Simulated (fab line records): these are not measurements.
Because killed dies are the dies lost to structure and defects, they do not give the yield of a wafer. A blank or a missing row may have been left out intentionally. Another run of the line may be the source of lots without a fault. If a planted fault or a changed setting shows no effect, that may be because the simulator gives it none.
Lot-split experiment ; flow sky130 ; route with 708 steps; 5 lots, 23 wafers read

## THE SPLIT
At SKY_LI_CONTACT_EXPOSE_09 (exposes mask LICM1, target cd 170 nm), the setting dose-mj was moved away from the recipe's 38 on 4 of the 23 wafers read, by -5.3% to +6.5%. The other wafers ran this setting at the recipe's value.

## SPLIT TO READING: what lies between them in the file, 1 step
- SKY_LI_CONTACT_DEVELOP_11: develop time 60 s (also split here: dev-temp-c)

## THE READING
cd-nm, in nm, at SKY_LI_CONTACT_CD_MEAS_12 (target cd 170 nm). Fault-free wafers of this fab line usually give 169.2 nm, standard deviation 1.4 nm.

wafer;tool, chamber at the split;dose-mj as run;against the recipe;cd-nm, nm;against lot-mates on the recipe
L074.1;krf-scanner-02, 0;35.97;-5.3%;159.6;-8.9
L074.2;krf-scanner-02, 0;38;recipe;167.8;-
L074.3;krf-scanner-02, 0;35.97;-5.3%;158.5;-10.0
L074.4;krf-scanner-02, 0;38;recipe;167.4;-
L074.6;krf-scanner-02, 0;38;recipe;170.3;-
L077.1;krf-scanner-01, 0;38;recipe;169.3;-
L077.2;krf-scanner-01, 0;38;recipe;172.7;-
L077.3;krf-scanner-01, 0;38;recipe;169.3;-
L077.4;krf-scanner-01, 0;38;recipe;172.3;-
L077.5;krf-scanner-01, 0;38;recipe;169.7;-
L079.1;krf-scanner-01, 0;38;recipe;169.4;-
L079.4;krf-scanner-01, 0;38;recipe;170.0;-
L079.5;krf-scanner-01, 0;38;recipe;168.8;-
L080.1;krf-scanner-02, 0;38;recipe;174.2;-
L080.2;krf-scanner-02, 0;40.48;+6.5%;184.9;+11.5
L080.4;krf-scanner-02, 0;40.48;+6.5%;182.7;+9.3
L080.5;krf-scanner-02, 0;38;recipe;172.1;-
L080.6;krf-scanner-02, 0;38;recipe;174.0;-
L085.1;krf-scanner-02, 0;38;recipe;168.4;-
L085.2;krf-scanner-02, 0;38;recipe;169.6;-
L085.3;krf-scanner-02, 0;38;recipe;168.7;-
L085.4;krf-scanner-02, 0;38;recipe;170.1;-
L085.6;krf-scanner-02, 0;38;recipe;166.4;-

FIT RESULTS
A straight line over all 23 wafers: cd-nm changes by +2.09 nm for each +1% of dose-mj; r = +0.94; the points scatter about the line by 2 nm.
The same after taking each lot's own level away (the mean of its wafers on the recipe; 23 wafers): +1.66 nm for each +1%; r = +0.96; scatter 1.2 nm.
On that fit, the largest move of dose-mj shifts the reading by 11 nm.
Across the lots, their own levels run from 168.50 to 173.43 nm, a range of 3.5 times the standard deviation given above.
So the lot-to-lot level changes the slope: the two fits differ.
Check: +10.4 nm against its lot-mates is what the line predicts for one of the wafers moved furthest among these (+6.5%) when that wafer is left out of the fit. Against them it came out at +11.5 nm.

## THESE WAFERS: OTHER SPLITS
Before the reading, these wafers also passed through other splits. Each is held against what the fit with the lots' levels taken away leaves over:
other split on the same wafers;wafers away from the commonest value;r with cd-nm (lot level and that fit taken away)
SKY_LDD_HVN_IMPLANT_08 dose-cm2;4;+0.24
SKY_LDD_HVP_COAT_02 spin-rpm;8;-0.22
SKY_LDD_LDN_COAT_02 resist-thk-nm;6;+0.11
SKY_LDD_LDN_IMPLANT_11 dose-cm2;7;-0.17
SKY_SD_P_EXPOSE_04 dose-mj;5;+0.19
SKY_SD_N_COAT_02 resist-thk-nm;7;-0.14
SKY_SD_N_STRIP_11 power-w;9;+0.20
SKY_LI_CONTACT_HDPCVD_00 time-s;6;+0.09
SKY_LI_CONTACT_DEVELOP_11 dev-temp-c;9;+0.78

## THE WHOLE CHAIN: every reading that the file lists as answering this split, in the file's order
step;what it does;reading;change (the file's fit);r (the file's)
SKY_LI_CONTACT_CD_MEAS_12;target cd 170 nm;cd-nm;+1.66 nm for each +1% of the setting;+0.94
SKY_LI_CONTACT_ETCH_14;etches BARC in N2/H2, stops on SiO2, time 45.9 s, target depth 60 nm;LI_CONTACT.cd-nm (the simulator's own value, which no gauge read);+1.79 nm for each +1% of the setting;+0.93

## FILE'S OWN FIT
cd-nm changes by +1.66 nm for each +1% of dose-mj, r = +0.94.
